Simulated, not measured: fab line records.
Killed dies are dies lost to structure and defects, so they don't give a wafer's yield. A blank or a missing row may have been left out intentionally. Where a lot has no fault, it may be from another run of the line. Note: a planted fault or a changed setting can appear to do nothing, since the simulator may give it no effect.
fab line records	flow sky130
[record] lots = 24	wafers = 72	last-day = 50
route steps=708 shown NWELL@63 VIA1@459 VIA3@585 VIA4@642
lots that met no fault: from a run of the same line without faults
start-h: hours from the record's first day to the start of the lot's first wafer shown	wait-h: hours from the lot's prior step to this one	" as in the row above	L1.1+2: several wafers, shown together as one row	- either no value or no given start	* or withheld: withheld	< > ~ a bound
route shown NAME@n: NAME is a module with steps in the file, n the number in the route of the first one	usual: mean/standard deviation taken from wafers without a fault	same: alike in all rows	chamber/n: place in a boat	sites: each site's reading	_std_site: how widely they spread, as a standard deviation	_edge_site: inner sites' mean taken away from outer sites' mean	radius-mm: how far each site lies from the wafer's centre	mask NAME#n: copy n	behind: the most recent tool/chamber to have shaped the wafer	hold: reason for holding the lot/hours on hold/outcome of the hold	device: the n, p or np transistor that did not switch	end of line: at the end of the route, the tests of the same wafers	a step without rows: its recipe alone	killed: dies lost to structure and defects at the first sort, not the wafer's yield	map: a wafer's dies, x killed, . not, _ none there
set.NAME: the setting the step ran with; set.NAME@STEP: the setting that earlier step ran with	model.NAME: the simulator's own value behind a step, which no gauge read
route steps across a sampled set of lots; one table per step, one row per wafer
services: from which hour (start-h, from the record's first day; less than 0 if before it) a tool's chamber was out of use, for how many hours, and why
[[steps]]
[step SKY_NWELL_OVL_MEAS_10]
[usual] NWELL_00_OVL = 0.4/1.2
lot.wafer	tool	chamber	start-h	wait-h	NWELL_00_OVL[nm]
L074.1	overlay-01	-	79.86	-	-0.4
L074.4	"	-	"	"	1.2
L074.6	"	-	"	"	-0.2
L075.2	overlay-02	-	91.59	-	1.6
L075.3	"	-	"	"	0.7
L075.6	"	-	"	"	-0.5
L076.1	overlay-02	-	97.04	-	1.2
L076.2	"	-	"	"	0.9
L076.5	"	-	"	"	1.3
L077.2	overlay-01	-	102.19	-	-0.7
L077.3	"	-	"	"	-0.2
L077.4	"	-	"	"	0.0
L078.2	overlay-01	-	108.17	-	-0.2
L078.5	"	-	"	"	1.1
L078.6	"	-	"	"	0.2
L079.1	overlay-02	-	126.88	-	2.3
L079.3	"	-	"	"	0.8
L079.6	"	-	"	"	2.4
L080.1	overlay-01	-	128.56	-	-1.0
L080.2	"	-	"	"	-2.1
L080.3	"	-	"	"	-1.2
L081.2	overlay-02	-	128.59	-	1.2
L081.4	"	-	"	"	-1.4
L081.5	"	-	"	"	0.5
L082.1	overlay-01	-	134.11	-	-0.3
L082.2	"	-	"	"	1.0
L082.5	"	-	"	"	1.7
L083.3	overlay-02	-	140.74	-	-0.5
L083.4	"	-	"	"	-1.7
L083.6	"	-	"	"	-0.2
L085.1	overlay-01	-	148.73	-	2.5
L085.3	"	-	"	"	1.1
L085.4	"	-	"	"	1.0
L084.2	overlay-02	-	149.77	-	3.7
L084.3	"	-	"	"	1.6
L084.4	"	-	"	"	0.0
L086.1	overlay-02	-	155.99	-	0.5
L086.4	"	-	"	"	0.0
L086.6	"	-	"	"	-0.6
L087.2	overlay-01	-	161.32	-	-1.3
L087.5	"	-	"	"	-0.6
L087.6	"	-	"	"	-2.0
L088.1	overlay-02	-	166.74	-	0.3
L088.3	"	-	"	"	0.9
L088.5	"	-	"	"	-0.1
L089.2	overlay-01	-	173.74	-	-1.3
L089.4	"	-	"	"	0.8
L089.5	"	-	"	"	-0.1
L090.1	overlay-02	-	178.74	-	-0.1
L090.4	"	-	"	"	0.5
L090.6	"	-	"	"	-0.7
L091.1	overlay-01	-	184.64	-	2.7
L091.2	"	-	"	"	-0.1
L091.4	"	-	"	"	1.8
L092.1	overlay-02	-	185.78	-	0.0
L092.3	"	-	"	"	1.1
L092.5	"	-	"	"	0.5
L093.3	overlay-01	-	197.08	-	0.0
L093.4	"	-	"	"	-1.0
L093.6	"	-	"	"	-1.3
L094.1	overlay-01	-	211.18	-	0.6
L094.5	"	-	"	"	-0.2
L094.6	"	-	"	"	-1.7
L095.1	overlay-02	-	220.34	-	2.5
L095.2	"	-	"	"	0.8
L095.4	"	-	"	"	0.7
L097.2	overlay-02	-	224.09	-	-0.2
L097.3	"	-	"	"	-0.5
L097.6	"	-	"	"	-0.9
L096.1	overlay-02	-	225.24	-	1.6
L096.2	"	-	"	"	-0.2
L096.3	"	-	"	"	1.4
[step SKY_VIA1_THK_MEAS_01]
[recipe] reads = SiO2_of_VIA1_HDPCVD_00
[usual] VIA1_HDPCVD_THK = 1030/11
lot.wafer	tool	chamber	start-h	wait-h	VIA1_HDPCVD_THK[nm]
L074.1	film-metro-03	-	747.53	0.1	1033
L074.4	"	-	"	"	1033
L074.6	"	-	"	"	1028
L075.2	film-metro-04	-	768.68	0.1	1037
L075.3	"	-	"	"	1027
L075.6	"	-	"	"	1050
L076.1	film-metro-02	-	770.11	0.1	1032
L076.2	"	-	"	"	1035
L076.5	"	-	"	"	1024
L077.2	film-metro-04	-	780.29	0.1	1031
L077.3	"	-	"	"	1030
L077.4	"	-	"	"	1015
L078.2	film-metro-04	-	811.64	0.1	1043
L078.5	"	-	"	"	1039
L078.6	"	-	"	"	1025
L079.1	film-metro-02	-	818.47	0.1	1037
L079.3	"	-	"	"	1024
L079.6	"	-	"	"	1038
L080.1	film-metro-03	-	820.09	0.1	1030
L080.2	"	-	"	"	1035
L080.3	"	-	"	"	1033
L081.2	film-metro-02	-	820.80	0.1	1028
L081.4	"	-	"	"	1039
L081.5	"	-	"	"	1040
L082.1	film-metro-02	-	825.13	0.1	1054
L082.2	"	-	"	"	1028
L082.5	"	-	"	"	1037
L083.3	film-metro-02	-	833.29	0.1	1032
L083.4	"	-	"	"	1048
L083.6	"	-	"	"	1051
L085.1	film-metro-02	-	843.20	0.1	1032
L085.3	"	-	"	"	1024
L085.4	"	-	"	"	1025
L084.2	film-metro-03	-	845.69	0.1	1015
L084.3	"	-	"	"	1010
L084.4	"	-	"	"	1017
L086.1	film-metro-03	-	850.35	0.1	1045
L086.4	"	-	"	"	1040
L086.6	"	-	"	"	1045
L087.2	film-metro-03	-	859.47	0.1	1014
L087.5	"	-	"	"	1018
L087.6	"	-	"	"	1017
L088.1	film-metro-04	-	865.56	0.1	1009
L088.3	"	-	"	"	1012
L088.5	"	-	"	"	1009
L090.1	film-metro-02	-	896.40	0.1	1027
L090.4	"	-	"	"	1024
L090.6	"	-	"	"	1011
L091.1	film-metro-03	-	900.43	0.1	1031
L091.2	"	-	"	"	1038
L091.4	"	-	"	"	1041
L089.2	film-metro-02	-	903.99	0.1	1044
L089.4	"	-	"	"	1038
L089.5	"	-	"	"	1041
L092.1	film-metro-03	-	904.57	0.1	1029
L092.3	"	-	"	"	1022
L092.5	"	-	"	"	1027
L093.3	film-metro-03	-	906.76	0.1	1018
L093.4	"	-	"	"	1009
L093.6	"	-	"	"	1021
L094.1	film-metro-02	-	924.87	0.1	1022
L094.5	"	-	"	"	1027
L094.6	"	-	"	"	1035
L095.1	film-metro-04	-	935.08	0.1	1040
L095.2	"	-	"	"	1053
L095.4	"	-	"	"	1046
L097.2	film-metro-02	-	936.04	0.1	1041
L097.3	"	-	"	"	1035
L097.6	"	-	"	"	1037
L096.1	film-metro-02	-	940.26	0.1	1019
L096.2	"	-	"	"	1019
L096.3	"	-	"	"	1020
[step SKY_VIA1_SPUTTER_20]
[recipe] material = TiN	target-thk-nm = 20	chamber-pressure-pa = 5	power-w = 4000	time-s = 80
[usual] cathode-dc-power-W = 4000.0/0.71	chamber-pressure-pa = 5.000/0.0099	throttle-valve-pct = 29.5/0.71
[same] time-s = 80
lot.wafer	tool	chamber	start-h	wait-h	cathode-dc-power-W	chamber-pressure-pa	throttle-valve-pct
L074.1	pvd-sputter-04	-	775.05	0.0	3999.4	5.020	29.4
L074.4	"	-	"	"	4000.1	4.999	29.3
L074.6	"	-	"	"	3999.5	4.998	29.6
L075.2	pvd-sputter-03	-	795.86	0.0	4000.7	5.001	28.3
L075.3	"	-	"	"	3999.1	5.013	29.9
L075.6	"	-	"	"	3999.4	5.015	28.2
L076.1	pvd-sputter-03	-	797.76	0.0	4000.3	5.011	28.2
L076.2	"	-	"	"	4000.5	5.013	30.0
L076.5	"	-	"	"	3999.9	5.005	28.6
L077.2	pvd-sputter-03	-	807.45	0.0	4000.9	5.013	30.1
L077.3	"	-	"	"	4000.4	5.007	28.9
L077.4	"	-	"	"	4001.3	4.989	30.2
L078.2	pvd-sputter-03	-	838.72	0.0	4001.0	4.973	30.2
L078.5	"	-	"	"	3999.7	4.979	30.2
L078.6	"	-	"	"	4000.2	4.991	28.8
L079.1	pvd-sputter-01	-	845.12	0.0	3998.9	4.995	29.7
L079.3	"	-	"	"	3999.6	5.000	30.5
L079.6	"	-	"	"	4000.4	4.997	28.9
L080.1	pvd-sputter-01	-	847.08	0.0	4000.2	4.994	30.5
L080.2	"	-	"	"	3999.3	4.990	29.6
L080.3	"	-	"	"	4000.3	4.993	29.5
L081.2	pvd-sputter-04	-	848.20	0.0	4000.4	5.011	29.4
L081.4	"	-	"	"	3999.4	5.004	29.6
L081.5	"	-	"	"	4000.2	4.978	29.0
L082.1	pvd-sputter-01	-	852.25	0.0	4000.0	4.997	28.7
L082.2	"	-	"	"	4000.1	4.997	29.6
L082.5	"	-	"	"	3999.2	4.986	28.8
L083.3	pvd-sputter-03	-	860.00	0.0	4001.0	4.997	28.7
L083.4	"	-	"	"	3998.9	4.986	30.2
L083.6	"	-	"	"	3999.5	4.973	29.0
L085.1	pvd-sputter-03	-	869.80	0.0	4001.5	5.005	28.9
L085.3	"	-	"	"	3999.6	4.995	30.2
L085.4	"	-	"	"	4000.0	5.011	28.3
L084.2	pvd-sputter-03	-	873.91	0.0	4000.2	5.002	29.1
L084.3	"	-	"	"	4000.9	4.994	30.1
L084.4	"	-	"	"	3999.4	4.986	30.1
L086.1	pvd-sputter-01	-	877.02	0.0	4001.1	4.997	28.7
L086.4	"	-	"	"	4000.0	5.002	30.7
L086.6	"	-	"	"	4000.7	5.013	28.5
L087.2	pvd-sputter-01	-	886.06	0.0	3998.9	4.999	29.5
L087.5	"	-	"	"	4000.2	4.996	29.0
L087.6	"	-	"	"	4000.8	4.997	29.6
L088.1	pvd-sputter-01	-	892.86	0.0	4000.7	4.990	29.7
L088.3	"	-	"	"	3999.0	5.010	29.5
L088.5	"	-	"	"	3999.1	4.992	29.8
L090.1	pvd-sputter-03	-	921.97	0.0	3999.7	4.989	30.0
L090.4	"	-	"	"	3999.2	4.998	30.1
L090.6	"	-	"	"	3999.3	4.999	28.4
L091.1	pvd-sputter-01	-	926.50	0.0	4000.5	4.993	29.7
L091.2	"	-	"	"	4000.5	5.011	30.5
L091.4	"	-	"	"	3999.6	4.987	29.9
L089.2	pvd-sputter-01	-	929.02	0.0	3999.5	4.990	28.7
L089.4	"	-	"	"	3999.1	4.997	29.4
L089.5	"	-	"	"	4000.0	5.010	29.2
L092.1	pvd-sputter-03	-	930.41	0.0	4000.9	4.993	29.0
L092.3	"	-	"	"	3999.7	4.996	29.8
L092.5	"	-	"	"	3999.3	5.000	29.0
L093.3	pvd-sputter-04	-	932.90	0.0	4000.8	4.998	29.7
L093.4	"	-	"	"	3998.9	4.988	29.6
L093.6	"	-	"	"	3998.8	5.005	29.3
L094.1	pvd-sputter-04	-	951.28	0.0	4001.4	4.999	29.5
L094.5	"	-	"	"	4000.8	5.021	30.8
L094.6	"	-	"	"	4000.1	4.990	29.4
L095.1	pvd-sputter-01	-	960.06	0.0	3999.2	4.998	30.4
L095.2	"	-	"	"	4000.3	4.987	29.0
L095.4	"	-	"	"	4001.0	5.003	29.8
L097.2	pvd-sputter-03	-	961.00	0.0	4000.1	5.017	30.1
L097.3	"	-	"	"	4000.7	5.001	28.9
L097.6	"	-	"	"	3999.6	4.993	29.1
L096.1	pvd-sputter-01	-	965.65	0.0	3999.0	5.012	29.6
L096.2	"	-	"	"	3999.5	5.004	29.0
L096.3	"	-	"	"	4000.2	5.002	29.6
[step SKY_VIA3_CD_MEAS_12]
[recipe] target-cd-nm = 200
[usual] cd-nm = 200.5/1.9
lot.wafer	tool	chamber	start-h	wait-h	cd-nm
L074.1	cd-sem-01	-	910.16	-	197.1
L074.4	"	-	"	"	197.3
L074.6	"	-	"	"	198.0
L075.2	cd-sem-01	-	929.66	-	200.4
L075.3	"	-	"	"	200.3
L075.6	"	-	"	"	200.9
L076.1	cd-sem-02	-	932.64	-	202.4
L076.2	"	-	"	"	202.6
L076.5	"	-	"	"	203.9
L077.2	cd-sem-02	-	940.16	-	198.8
L077.3	"	-	"	"	199.2
L077.4	"	-	"	"	200.7
L078.2	cd-sem-02	-	969.36	-	200.6
L078.5	"	-	"	"	200.7
L078.6	"	-	"	"	201.3
L079.1	cd-sem-01	-	977.59	-	202.2
L079.3	"	-	"	"	201.9
L079.6	"	-	"	"	202.2
L080.1	cd-sem-02	-	978.46	-	199.9
L080.2	"	-	"	"	200.6
L080.3	"	-	"	"	200.1
L081.2	cd-sem-02	-	982.06	-	199.9
L081.4	"	-	"	"	199.4
L081.5	"	-	"	"	199.7
L082.1	cd-sem-01	-	982.61	-	200.7
L082.2	"	-	"	"	202.6
L082.5	"	-	"	"	200.5
L083.3	cd-sem-01	-	991.15	-	204.4
L083.4	"	-	"	"	204.8
L083.6	"	-	"	"	205.0
L085.1	cd-sem-01	-	996.49	-	202.2
L085.3	"	-	"	"	201.0
L085.4	"	-	"	"	202.0
L084.2	cd-sem-02	-	1002.83	-	202.7
L084.3	"	-	"	"	202.4
L084.4	"	-	"	"	201.1
L086.1	cd-sem-02	-	1006.81	-	199.4
L086.4	"	-	"	"	199.2
L086.6	"	-	"	"	200.7
L087.2	cd-sem-02	-	1012.76	-	198.6
L087.5	"	-	"	"	198.9
L087.6	"	-	"	"	195.6
L088.1	cd-sem-01	-	1023.81	-	198.7
L088.3	"	-	"	"	198.7
L088.5	"	-	"	"	198.7
L090.1	cd-sem-01	-	1043.66	-	201.1
L090.4	"	-	"	"	200.9
L090.6	"	-	"	"	201.1
L091.1	cd-sem-02	-	1049.29	-	202.0
L091.2	"	-	"	"	201.5
L091.4	"	-	"	"	202.1
L089.2	cd-sem-02	-	1054.76	-	198.8
L089.4	"	-	"	"	199.1
L089.5	"	-	"	"	198.0
L092.1	cd-sem-01	-	1055.39	-	200.1
L092.3	"	-	"	"	199.5
L092.5	"	-	"	"	198.9
L093.3	cd-sem-02	-	1056.43	-	203.6
L093.4	"	-	"	"	203.1
L093.6	"	-	"	"	203.0
L094.1	cd-sem-02	-	1073.09	-	199.5
L094.5	"	-	"	"	200.4
L094.6	"	-	"	"	199.8
L097.2	cd-sem-02	-	1078.88	-	198.4
L097.3	"	-	"	"	199.5
L097.6	"	-	"	"	200.4
L095.1	cd-sem-02	-	1079.84	-	200.5
L095.2	"	-	"	"	199.0
L095.4	"	-	"	"	200.9
L096.1	cd-sem-01	-	1084.44	-	199.6
L096.2	"	-	"	"	198.7
L096.3	"	-	"	"	199.5
[step SKY_VIA3_STRIP_16]
[recipe] chemistry = O2/N2	power-w = 1400	pressure-mtorr = 1500	platen-temp-c = withheld	o2-flow-sccm = 3000	n2-flow-sccm = 300	overash-fraction = 0.5
[usual] drypump-motor-current-A = 5.7/0.39	oes-product-au = 0.402/0.0044	strip-time-to-endpoint-s = 4.120/0.022
lot.wafer	tool	chamber	start-h	wait-h	drypump-motor-current-A	oes-product-au	rf-hours-counter-h	strip-time-to-endpoint-s
L074.1	plasma-asher-02	1	910.42	0.0	5.6	0.406	80	4.166
L074.4	"	0	"	"	4.9	0.402	-	4.132
L074.6	"	0	"	"	5.0	0.400	-	4.148
L075.2	plasma-asher-03	1	929.89	0.0	5.8	0.401	108	4.108
L075.3	"	0	"	"	5.5	0.394	-	4.101
L075.6	"	1	"	"	5.8	0.403	-	4.108
L076.1	plasma-asher-02	1	932.89	0.0	5.6	0.403	82	4.111
L076.2	"	0	"	"	4.9	0.403	82	4.098
L076.5	"	0	"	"	4.9	0.397	-	4.138
L077.2	plasma-asher-04	0	940.39	0.0	6.1	0.401	19	4.110
L077.3	"	1	"	"	6.0	0.400	-	4.103
L077.4	"	0	"	"	6.1	0.404	-	4.108
L078.2	plasma-asher-02	1	969.59	0.0	5.6	0.396	86	4.127
L078.5	"	1	"	"	5.6	0.396	-	4.100
L078.6	"	0	"	"	4.9	0.408	-	4.152
L079.1	plasma-asher-03	1	977.84	0.0	5.8	0.404	113	4.110
L079.3	"	1	"	"	5.8	0.404	-	4.131
L079.6	"	0	"	"	5.5	0.406	-	4.120
L080.1	plasma-asher-03	1	978.72	0.0	5.7	0.400	113	4.137
L080.2	"	0	"	"	5.5	0.405	113	4.118
L080.3	"	1	"	"	5.8	0.399	-	4.150
L081.2	plasma-asher-04	0	982.29	0.0	6.1	0.405	23	4.118
L081.4	"	1	"	"	6.0	0.408	-	4.129
L081.5	"	1	"	"	6.0	0.395	-	4.129
L082.1	plasma-asher-02	0	982.87	0.0	4.9	0.403	87	4.126
L082.2	"	1	"	"	5.6	0.401	87	4.095
L082.5	"	1	"	"	5.6	0.405	-	4.107
L083.3	plasma-asher-02	0	991.40	0.1	5.0	0.399	-	4.126
L083.4	"	1	"	"	5.6	0.402	-	4.091
L083.6	"	1	"	"	5.6	0.403	-	4.092
L085.1	plasma-asher-04	1	996.74	0.0	6.0	0.399	24	4.137
L085.3	"	1	"	"	6.0	0.397	-	4.151
L085.4	"	0	"	"	6.1	0.402	-	4.142
L084.2	plasma-asher-03	1	1003.07	0.0	5.7	0.406	116	4.093
L084.3	"	1	"	"	5.8	0.392	-	4.091
L084.4	"	0	"	"	5.5	0.406	-	4.109
L086.1	plasma-asher-02	0	1007.07	0.0	4.9	0.397	89	4.106
L086.4	"	1	"	"	5.6	0.402	-	4.103
L086.6	"	0	"	"	5.0	0.400	-	4.111
L087.2	plasma-asher-04	1	1012.99	0.0	6.0	0.393	26	4.132
L087.5	"	0	"	"	6.1	0.402	-	4.115
L087.6	"	1	"	"	6.0	0.397	-	4.107
L088.1	plasma-asher-03	1	1024.12	0.1	5.7	0.394	118	4.108
L088.3	"	0	"	"	5.5	0.403	-	4.104
L088.5	"	0	"	"	5.5	0.394	-	4.097
L090.1	plasma-asher-04	1	1043.92	0.0	6.0	0.401	29	4.157
L090.4	"	0	"	"	6.1	0.410	-	4.141
L090.6	"	1	"	"	6.0	0.398	-	4.131
L091.1	plasma-asher-02	0	1049.55	0.0	5.0	0.407	93	4.137
L091.2	"	1	"	"	5.6	0.402	93	4.116
L091.4	"	0	"	"	5.0	0.406	-	4.156
L089.2	plasma-asher-04	0	1054.99	0.0	6.1	0.400	30	4.099
L089.4	"	1	"	"	6.0	0.404	-	4.120
L089.5	"	0	"	"	6.1	0.395	-	4.123
L092.1	plasma-asher-02	1	1055.64	0.0	5.6	0.403	94	4.135
L092.3	"	1	"	"	5.6	0.402	-	4.140
L092.5	"	0	"	"	4.9	0.406	-	4.112
L093.3	plasma-asher-04	0	1056.68	0.1	6.1	0.403	-	4.125
L093.4	"	1	"	"	6.0	0.389	-	4.128
L093.6	"	0	"	"	6.1	0.398	-	4.156
L094.1	plasma-asher-03	1	1073.35	0.0	5.8	0.410	1	4.126
L094.5	"	0	"	"	5.5	0.398	-	4.148
L094.6	"	1	"	"	5.7	0.406	-	4.166
L097.2	plasma-asher-04	1	1079.12	0.0	6.0	0.405	32	4.081
L097.3	"	1	"	"	6.0	0.403	-	4.095
L097.6	"	0	"	"	6.1	0.401	-	4.108
L095.1	plasma-asher-04	1	1080.09	0.0	6.0	0.405	32	4.131
L095.2	"	0	"	"	6.1	0.404	32	4.152
L095.4	"	0	"	"	6.1	0.403	-	4.097
L096.1	plasma-asher-04	1	1084.69	0.0	6.0	0.399	33	4.101
L096.2	"	0	"	"	6.1	0.405	33	4.106
L096.3	"	1	"	"	6.0	0.406	-	4.111
[step SKY_VIA4_BOW_MEAS_03]
[recipe] mode = bow
[usual] VIA4_BOW = 79/8.5
lot.wafer	tool	chamber	start-h	wait-h	VIA4_BOW[um]
L074.1	film-metro-04	-	962.85	0.2	69
L074.4	"	-	"	"	70
L074.6	"	-	"	"	61
L075.2	film-metro-04	-	984.39	0.1	86
L075.3	"	-	"	"	83
L075.6	"	-	"	"	86
L076.1	film-metro-01	-	985.42	0.1	82
L076.2	"	-	"	"	90
L076.5	"	-	"	"	90
L077.2	film-metro-03	-	991.81	0.3	93
L077.3	"	-	"	"	76
L077.4	"	-	"	"	74
L078.2	film-metro-03	-	1019.12	0.3	75
L078.5	"	-	"	"	77
L078.6	"	-	"	"	72
L079.1	film-metro-01	-	1027.24	0.1	88
L079.3	"	-	"	"	79
L079.6	"	-	"	"	92
L080.1	film-metro-04	-	1028.81	0.1	91
L080.2	"	-	"	"	83
L080.3	"	-	"	"	76
L081.2	film-metro-03	-	1031.66	0.2	82
L081.4	"	-	"	"	73
L081.5	"	-	"	"	73
L082.1	film-metro-01	-	1032.51	0.1	78
L082.2	"	-	"	"	78
L082.5	"	-	"	"	98
L083.3	film-metro-03	-	1040.64	0.3	82
L083.4	"	-	"	"	88
L083.6	"	-	"	"	85
L085.1	film-metro-01	-	1044.45	0.1	82
L085.3	"	-	"	"	74
L085.4	"	-	"	"	73
L084.2	film-metro-03	-	1052.31	0.3	68
L084.3	"	-	"	"	81
L084.4	"	-	"	"	80
L086.1	film-metro-01	-	1055.78	0.2	91
L086.4	"	-	"	"	92
L086.6	"	-	"	"	87
L087.2	film-metro-03	-	1061.24	0.3	54
L087.5	"	-	"	"	68
L087.6	"	-	"	"	58
L088.1	film-metro-04	-	1070.56	0.2	88
L088.3	"	-	"	"	84
L088.5	"	-	"	"	91
L090.1	film-metro-04	-	1089.64	0.2	82
L090.4	"	-	"	"	74
L090.6	"	-	"	"	80
L091.1	film-metro-04	-	1094.95	0.1	81
L091.2	"	-	"	"	89
L091.4	"	-	"	"	73
L089.2	film-metro-03	-	1099.47	0.2	81
L089.4	"	-	"	"	73
L089.5	"	-	"	"	86
L092.1	film-metro-04	-	1101.05	0.1	74
L092.3	"	-	"	"	63
L092.5	"	-	"	"	76
L093.3	film-metro-04	-	1101.64	0.2	75
L093.4	"	-	"	"	76
L093.6	"	-	"	"	82
L094.1	film-metro-01	-	1117.44	0.1	83
L094.5	"	-	"	"	65
L094.6	"	-	"	"	77
L097.2	film-metro-01	-	1123.19	0.2	82
L097.3	"	-	"	"	75
L097.6	"	-	"	"	77
L095.1	film-metro-03	-	1124.25	0.2	81
L095.2	"	-	"	"	85
L095.4	"	-	"	"	73
L096.1	film-metro-04	-	1129.05	0.2	90
L096.2	"	-	"	"	84
L096.3	"	-	"	"	88
[[services]]
tool	chamber	start-h	hours	kind
plasma-asher-02	-	751.82	0.6	repair
plasma-asher-03	-	768.52	0.8	repair
pvd-sputter-01	3	799.08	-	consumable-replace:kit
pvd-sputter-01	3	799.08	18.0	scheduled-down
pvd-sputter-01	3	799.08	18.0	vent-cycle
plasma-asher-03	-	834.24	7.6	repair
plasma-asher-03	-	865.08	4.4	repair
plasma-asher-02	-	869.48	2.8	pm
pvd-sputter-01	-	886.78	1.3	repair
plasma-asher-04	-	923.37	15.6	pm
plasma-asher-02	-	975.85	6.1	repair
pvd-sputter-01	2	984.82	-	consumable-replace:kit
pvd-sputter-01	2	984.82	18.0	scheduled-down
pvd-sputter-01	2	984.82	18.0	vent-cycle
pvd-sputter-03	-	991.75	2.1	repair
pvd-sputter-01	-	1008.20	1.7	repair
pvd-sputter-03	1	1042.97	-	consumable-replace:kit
pvd-sputter-03	1	1042.97	18.0	scheduled-down
pvd-sputter-03	1	1042.97	18.0	vent-cycle
plasma-asher-03	-	1055.28	9.0	pm
plasma-asher-03	0	1055.28	9.0	vent-cycle
plasma-asher-03	1	1055.28	9.0	vent-cycle
plasma-asher-03	0	1064.28	-	clean
pvd-sputter-01	-	1070.65	1.8	repair
[[key]]
fault none
